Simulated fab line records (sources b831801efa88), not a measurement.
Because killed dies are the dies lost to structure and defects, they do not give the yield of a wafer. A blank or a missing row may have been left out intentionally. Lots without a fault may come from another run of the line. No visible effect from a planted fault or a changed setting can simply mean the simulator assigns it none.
Chamber matching -- flow gf180mcu -- GF_V2_CMP_04 on cmp-02: 4 sister chambers
The step polishes SiO2. 4 wafers are shown with their chamber, then 7 later ones without.

## WAFERS WITH THEIR CHAMBER
wafer,chamber,motorCurrentA (A)
L321.5,1,11.4
L323.2,0,12.2
L329.1,3,12.7
L329.4,2,11.9

## WAFERS MISSING THEIR CHAMBER
wafer,motorCurrentA (A)
L329.6,11.8
L333.3,12.0
L333.4,12.8
L333.6,12.5
L337.3,12.8
L337.4,11.2
L337.5,11.2

## EACH ONE'S CHAMBER
wafer,from the rows above,in truth
L329.6,can't be placed: 2 or 0 or 1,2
L333.3,can't be placed: 2 or 0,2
L333.4,3,3
L333.6,can't be placed: 3 or 0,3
L337.3,3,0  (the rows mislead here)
L337.4,1,1
L337.5,1,1
3 of 7 placed correctly. Unplaceable from these rows: 3, with the true chamber sitting among the candidates in 3. Wrongly placed: 1.
How it was worked out, from the rows above alone: a wafer's distance from a chamber is the root of the sum, over the readings, of the square of ((its reading less the chamber's mean) divided by the reading's scatter). If the next closest chamber is less than 2 further off than the closest, the wafer can't be placed; otherwise it belongs to the closest. For every chamber, the mean is computed from those of its wafers that are shown. The scatter (one wafer shown for each chamber): square how far every hidden wafer sits from the nearest shown wafer, average those squares and take the square root.
